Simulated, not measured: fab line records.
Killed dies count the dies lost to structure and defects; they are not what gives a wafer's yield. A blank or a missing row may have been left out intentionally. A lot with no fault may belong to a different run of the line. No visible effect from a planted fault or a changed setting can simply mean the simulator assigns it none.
Which tool was responsible?    flow gf180mcu    7 lots, 21 wafers sampled, at 3 steps of a route of 602

WHAT EACH GAUGE READ, for each wafer
GF_MIM_THK_MEAS_06.
lot   measured      on            MIM_CVD_05_THK (nm)
L125  day 24 23:13  filmMetro-03  42.1 41.8 42.6
L127  day 25 19:20  filmMetro-02  42.2 42.1 42.4
L132  day 27 12:26  filmMetro-01  41.3 42.0 42.4
L135  day 28 05:52  filmMetro-02  42.3 41.7 42.6
L137  day 29 00:24  filmMetro-01  41.9 42.2 42.3
L140  day 29 19:18  filmMetro-02  41.7 41.9 31.2
L143  day 30 17:58  filmMetro-02  31.0 42.1 31.8

EACH LOT AND THE TOOL THAT RAN IT (in order: tool; ch and the chambers of the sampled wafers; start)
lot   GF_V3_SPUTTER_22             GF_MIM_CVD_05
L125  pvdSputter-03, day 22 21:16  pecvd-04 ch 1,2, day 24 23:11
L127  pvdSputter-03, day 23 17:56  pecvd-01 ch 0,1,2, day 25 19:19
L132  pvdSputter-04, day 25 14:48  pecvd-03 ch 0,1,2, day 27 12:23
L135  pvdSputter-04, day 26 08:26  pecvd-03 ch 0,1,2, day 28 05:50
L137  pvdSputter-02, day 27 05:09  pecvd-04 ch 0,1, day 29 00:22
L140  pvdSputter-02, day 28 01:02  pecvd-04 ch 0,2, day 29 19:16
L143  pvdSputter-02, day 29 02:38  pecvd-04 ch 1,2, day 30 17:56
- GF_V3_SPUTTER_22: material TiN, target thk 10 nm, time 40 s.
- GF_MIM_CVD_05: deposits Si3N4, target thk 42 nm, time 29.086 s.

THE ANSWER, worked out from the rows above alone
Rule: usual is defined by the lots themselves. Put in order of their means at a reading, lots are off if they are a third of the lots or fewer, leave a main group of 4 or more, and stand apart from it by a gap of 3 or more times the standard deviation of the main group's means; of several such gaps the widest counts. A main group whose means are all the same, to the digits that the tables above print for the reading, isn't used. A lot without any number at a reading at which 4 lots or more have one is off too. Where the step has rows for the other lots, those lots are counted as sound.
Off: at GF_MIM_THK_MEAS_06 (MIM_CVD_05_THK), L140, L143. For the main group the mean is 42.1 nm and the standard deviation 0.12.
If a tool, at a process step before that reading, ran all the lots that are off and no sound lot after the first of them, it fits. The gauges at GF_MIM_THK_MEAS_06 are tried like those tools. Can't be told from this: 3 tools fit, pvdSputter-02 at GF_V3_SPUTTER_22, pecvd-04 at GF_MIM_CVD_05, filmMetro-02 at GF_MIM_THK_MEAS_06.

WHAT THE SIMULATOR HAD INSERTED
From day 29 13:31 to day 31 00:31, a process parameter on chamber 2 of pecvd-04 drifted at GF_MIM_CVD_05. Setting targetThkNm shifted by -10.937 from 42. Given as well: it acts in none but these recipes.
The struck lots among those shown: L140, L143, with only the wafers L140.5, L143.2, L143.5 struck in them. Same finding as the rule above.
